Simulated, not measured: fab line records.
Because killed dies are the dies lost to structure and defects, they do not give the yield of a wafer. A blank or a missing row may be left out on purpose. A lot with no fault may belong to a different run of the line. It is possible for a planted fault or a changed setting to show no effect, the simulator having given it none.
One fault seen from 2 desks	flow gf180mcu	each desk has only its own numbers; what lay behind them comes last

FOR THE TOOL OWNER'S DESK: pvd_sputter-01
The tool's own readings at GF_M4_SPUTTER_03 (material Ti, target thk 10 nm, time 6.7 s): means of the sampled wafers that have a number, for each lot that ran on this tool. Any lot whose mean is over 4 standard deviations away from the usual mean is out of limits and marked OUT; that distance is given in the brackets.
Columns: A = chamber_pressure_pa at GF_M4_SPUTTER_03, usual 0.3000 Pa; B = throttle_valve_pct at GF_M4_SPUTTER_03, usual 30.6 %
lot	first seen here	A	B
L184	day 23 09:10	0.2996	31.7
L190	day 25 09:55	0.3000	31.7
L195	day 27 03:10	0.3090 (+15) OUT	30.6
L202	day 29 11:54	0.3003	31.8
L203	day 29 14:37	0.3006	32.2
This desk's verdict: out of limits on L195, starting with L195 at day 27 03:10 (chamber_pressure_pa at GF_M4_SPUTTER_03). In limits: L184, L190, L202, L203.

METROLOGY DESK
Means of the sampled wafers that have a number, per lot and without regard to the tool the lot ran on: this is what the gauges read. Any lot whose mean is over 4 standard deviations away from the usual mean is out of limits and marked OUT; that distance is given in the brackets.
Columns: A = V3_W_RS at GF_V3_RS_MEAS_24, usual 0.328 ohm/sq; B = M4_ALCU_THK at GF_M4_THK_MEAS_06, usual 445 nm
lot	first seen here	A	B
L182	day 22 05:53	0.328	445
L184	day 23 08:32	0.331	444
L185	day 23 18:26	0.328	446
L186	day 24 00:58	0.327	444
L187	day 24 13:04	0.325	436
L188	day 24 20:40	0.331	441
L190	day 25 09:16	0.325	445
L194	day 26 23:05	0.328	447
L195	day 27 02:32	0.330	447
L201	day 29 05:19	0.324	448
L202	day 29 11:18	0.329	441
L203	day 29 13:37	0.332	449
L204	day 30 00:31	0.328	446
Finding of this desk: none of the 13 lots has anything out of limits.

ALL TOGETHER
An alarm could have come from the tool owner's desk at day 27 03:10, on L195.
Metrology desk: nothing out of limits seen.
The metrology desk has L195 on record, within its limits.
Of the lots named, all ran GF_M4_SPUTTER_03 on pvd_sputter-01.

WHAT THE SIMULATOR HAD INSERTED
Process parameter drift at GF_M4_SPUTTER_03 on pvd_sputter-01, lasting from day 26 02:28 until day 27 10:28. The setting chamber_pressure_pa was moved by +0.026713, starting from 0.3. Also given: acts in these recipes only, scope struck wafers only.
Struck lots among those shown: L195.
Delay in hours, fault start to first out-of-limits reading, by desk: the tool owner's desk at 25.
